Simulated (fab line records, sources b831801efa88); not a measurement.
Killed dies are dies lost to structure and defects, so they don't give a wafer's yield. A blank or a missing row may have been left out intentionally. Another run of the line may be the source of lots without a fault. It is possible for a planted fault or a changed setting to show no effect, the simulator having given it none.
What tool caused it? | flow gf180mcu | 14 lots, 42 wafers sampled, at 6 steps of a route of 602

== WHAT EACH GAUGE READ, for each wafer ==
GF_HV_LDD_THK_MEAS_55. Usual: for HV_LDD_CVD_54_THK the level is 9.92 nm and the standard deviation is 0.12.
lot  | measured     | on            | HV_LDD_CVD_54_THK (nm) | flag
L906 | day 12 11:51 | film_metro-04 | 9.87 9.84 9.83         |
L909 | day 13 10:04 | film_metro-04 | 9.98 10.05 10.14       |
L910 | day 14 01:59 | film_metro-01 | 9.94 9.98 9.97         |
L911 | day 14 08:23 | film_metro-02 | 9.68 10.00 9.80        |
L913 | day 14 19:04 | film_metro-04 | 10.09 10.17 10.13      |
L914 | day 15 05:27 | film_metro-01 | 9.94 10.13 10.08       |
L915 | day 15 19:09 | film_metro-02 | 9.90 9.81 9.80         |
L916 | day 16 03:16 | film_metro-04 | 9.94 9.97 9.90         |
L919 | day 17 00:49 | film_metro-04 | 10.10 9.83 9.95        |
L920 | day 17 01:07 | film_metro-02 | 9.88 9.92 9.83         |
L923 | day 18 07:14 | film_metro-02 | 9.89 9.97 9.96         |
L927 | day 19 12:51 | film_metro-04 | 9.62 9.79 9.68         |
L928 | day 19 18:04 | film_metro-01 | 9.91 9.93 9.99         |
L929 | day 20 06:07 | film_metro-01 | 9.89 9.78 9.72         |

GF_HV_LDD_THK_MEAS_57. Usual: for HV_LDD_CVD_56_THK the level is 89.8 nm and the standard deviation is 0.74.
lot  | measured     | on            | HV_LDD_CVD_56_THK (nm) | flag
L906 | day 12 13:20 | film_metro-02 | 89.0 89.7 89.3         |
L909 | day 13 11:33 | film_metro-04 | 89.1 90.1 88.7         |
L910 | day 14 03:28 | film_metro-02 | 89.2 89.1 89.1         |
L911 | day 14 09:52 | film_metro-02 | 92.1 90.7 91.5         |
L913 | day 14 20:33 | film_metro-04 | 89.9 89.1 88.9         |
L914 | day 15 06:56 | film_metro-02 | 89.7 89.6 89.6         |
L915 | day 15 20:38 | film_metro-02 | 89.0 89.7 88.9         |
L916 | day 16 05:29 | film_metro-02 | 89.5 88.9 89.1         |
L919 | day 17 02:18 | film_metro-01 | 89.4 90.6 90.0         |
L920 | day 17 02:37 | film_metro-02 | 91.0 90.9 91.1         |
L923 | day 18 08:43 | film_metro-02 | 90.2 89.7 90.0         |
L927 | day 19 14:20 | film_metro-01 | 89.6 89.1 89.6         |
L928 | day 19 19:33 | film_metro-01 | 90.9 90.5 90.1         |
L929 | day 20 07:37 | film_metro-02 | 89.7 90.0 90.0         |

GF_NSD_CD_MEAS_07: the cd target is 400 nm. Usual: cd_nm 399.6 nm, standard deviation 2.1.
lot  | measured     | on        | cd_nm (nm)        | flag
L906 | day 13 08:14 | cd_sem-01 | 404.5 402.5 403.1 |
L909 | day 14 08:08 | cd_sem-01 | 399.2 397.5 398.7 |
L910 | day 15 00:10 | cd_sem-02 | 398.8 398.8 401.7 |
L911 | day 15 06:49 | cd_sem-01 | 401.2 402.0 398.5 |
L913 | day 15 18:28 | cd_sem-02 | 397.7 399.1 395.7 |
L914 | day 16 04:17 | cd_sem-02 | 396.3 396.5 398.2 |
L915 | day 16 18:59 | cd_sem-02 | 400.4 402.6 401.5 |
L916 | day 17 04:05 | cd_sem-02 | 396.8 394.6 394.5 |
L919 | day 18 01:16 | cd_sem-02 | - - -             | OFF
L920 | day 18 01:40 | cd_sem-02 | - - -             | OFF
L923 | day 19 08:40 | cd_sem-01 | 405.1 400.3 402.5 |
L927 | day 20 14:25 | cd_sem-02 | 401.7 402.0 400.5 |
L928 | day 20 20:04 | cd_sem-01 | 398.0 399.6 401.0 |
L929 | day 21 07:44 | cd_sem-02 | 398.9 396.6 396.8 |

GF_PSD_TW_MEAS_11. Usual: for PSD_TW the level is 3171 and the standard deviation is 26.
lot  | measured     | on            | PSD_TW         | flag
L906 | day 14 05:12 | film_metro-03 | 3177 3199 3165 |
L909 | day 15 05:38 | film_metro-02 | 3202 3202 3205 |
L910 | day 15 22:31 | film_metro-02 | 3205 3193 3194 |
L911 | day 16 05:37 | film_metro-03 | 3188 3200 3191 |
L913 | day 16 17:25 | film_metro-04 | 3153 3167 3146 |
L914 | day 17 03:11 | film_metro-03 | 3188 3161 3189 |
L915 | day 17 19:03 | film_metro-03 | 3159 3162 3173 |
L916 | day 18 04:35 | film_metro-04 | 3115 3112 3125 |
L919 | day 19 01:17 | film_metro-02 | 4257 4255 4245 | OFF
L920 | day 19 01:53 | film_metro-03 | 4244 4213 4266 | OFF
L923 | day 20 09:07 | film_metro-04 | 3125 3130 3142 |
L927 | day 21 14:42 | film_metro-03 | 3176 3187 3167 |
L928 | day 21 20:36 | film_metro-02 | 3174 3192 3183 |
L929 | day 22 08:06 | film_metro-04 | 3163 3167 3158 |

== WHAT TOOL EACH LOT RAN ON (gives the tool, then ch and the chambers of the sampled wafers, and finally the start) ==
lot  | GF_HV_LDD_RTA_52                 | GF_NSD_COAT_02
L906 | rtp_anneal-01 ch 0, day 12 10:39 | litho_track-02 ch 0, day 12 22:04
L909 | rtp_anneal-01 ch 0, day 13 08:51 | litho_track-02 ch 0, day 13 21:16
L910 | rtp_anneal-02 ch 0, day 14 00:46 | litho_track-01 ch 0, day 14 13:22
L911 | rtp_anneal-02 ch 0, day 14 07:11 | litho_track-02 ch 0, day 14 19:19
L913 | rtp_anneal-01 ch 0, day 14 17:52 | litho_track-03 ch 0, day 15 07:48
L914 | rtp_anneal-01 ch 0, day 15 04:14 | litho_track-01 ch 0, day 15 16:50
L915 | rtp_anneal-01 ch 0, day 15 17:26 | litho_track-02 ch 0, day 16 08:07
L916 | rtp_anneal-01 ch 0, day 16 01:34 | litho_track-01 ch 0, day 16 16:25
L919 | rtp_anneal-02 ch 0, day 16 23:36 | litho_track-01, day 17 13:13
L920 | rtp_anneal-01 ch 0, day 16 23:55 | litho_track-02, day 17 13:49
L923 | rtp_anneal-01 ch 0, day 18 06:02 | litho_track-01 ch 0, day 18 20:05
L927 | rtp_anneal-02 ch 0, day 19 11:38 | litho_track-03 ch 0, day 20 02:05
L928 | rtp_anneal-02 ch 0, day 19 16:52 | litho_track-03 ch 0, day 20 07:38
L929 | rtp_anneal-02 ch 0, day 20 04:55 | litho_track-02 ch 0, day 20 19:43
- GF_HV_LDD_RTA_52: time 10 s.
- GF_NSD_COAT_02: resist thk 1000 nm.

== AS READ BY THE TOOLS THEMSELVES (means over the sampled wafers that have a number; for cases with no such wafer, the mark the record gives instead) ==
GF_HV_LDD_RTA_52. Usual: lamp_power_pct 31.4 %, standard deviation 2.3; wafer_temp_C_max 1005.9, standard deviation 2.4.
lot  | tool          | lamp_power_pct (%) | wafer_temp_C_max | flag
L906 | rtp_anneal-01 | 33.2               | 1007.1           |
L909 | rtp_anneal-01 | 33.2               | 1005.0           |
L910 | rtp_anneal-02 | 28.5               | 1004.0           |
L911 | rtp_anneal-02 | 28.5               | 1003.4           |
L913 | rtp_anneal-01 | 33.2               | 1006.5           |
L914 | rtp_anneal-01 | 33.2               | 1007.0           |
L915 | rtp_anneal-01 | 33.2               | 1007.1           |
L916 | rtp_anneal-01 | 33.2               | 1007.4           |
L919 | rtp_anneal-02 | 28.5               | 1002.6           |
L920 | rtp_anneal-01 | 33.2               | 1006.8           |
L923 | rtp_anneal-01 | 33.3               | 1007.8           |
L927 | rtp_anneal-02 | 28.5               | 1002.7           |
L928 | rtp_anneal-02 | 28.5               | 1003.3           |
L929 | rtp_anneal-02 | 28.5               | 1003.5           |

GF_NSD_COAT_02. Usual: chill_plate_temp_C 22.99 C, standard deviation 0.11; dispense_pressure_kPa 45 kPa, standard deviation 4.9.
lot  | tool           | chill_plate_temp_C (C) | dispense_pressure_kPa (kPa) | flag
L906 | litho_track-02 | 23.14                  | 53                          |
L909 | litho_track-02 | 22.88                  | 53                          |
L910 | litho_track-01 | 23.03                  | 42                          |
L911 | litho_track-02 | 23.06                  | 53                          |
L913 | litho_track-03 | 22.89                  | 42                          |
L914 | litho_track-01 | 23.09                  | 42                          |
L915 | litho_track-02 | 23.00                  | 53                          |
L916 | litho_track-01 | 22.97                  | 42                          |
L919 | litho_track-01 | -                      | -                           | OFF
L920 | litho_track-02 | -                      | -                           | OFF
L923 | litho_track-01 | 22.91                  | 42                          |
L927 | litho_track-03 | 22.99                  | 42                          |
L928 | litho_track-03 | 22.84                  | 42                          |
L929 | litho_track-02 | 22.93                  | 53                          |

== THE ANSWER, worked out from the rows above alone ==
Rule: lot off if the mean of its wafers having a number is beyond 3 standard deviations from the usual mean. A lot without any number at a reading at which 4 lots or more have one is off too. The other lots that the step has rows for count as sound. The gauges are gone through in route order, then the tools' own readings, and for those a lot's mean is taken as printed above. The first step at which some lot is off is used, and at that step the reading that is off furthest; a lot without a number counts as furthest.
Off, at GF_NSD_CD_MEAS_07 on cd_nm: L919, L920. Without a number there: L919, L920.
A tool fits if, at a process step before that reading, it ran every lot that is off, and no sound lot after the first of them. Not tried: the gauges at GF_NSD_CD_MEAS_07; whatever is off there is also off at GF_PSD_TW_MEAS_11, on other tools, and gauge error can't account for it. None of those tried fits.

== WHAT WAS PUT IN BY THE SIMULATOR ==
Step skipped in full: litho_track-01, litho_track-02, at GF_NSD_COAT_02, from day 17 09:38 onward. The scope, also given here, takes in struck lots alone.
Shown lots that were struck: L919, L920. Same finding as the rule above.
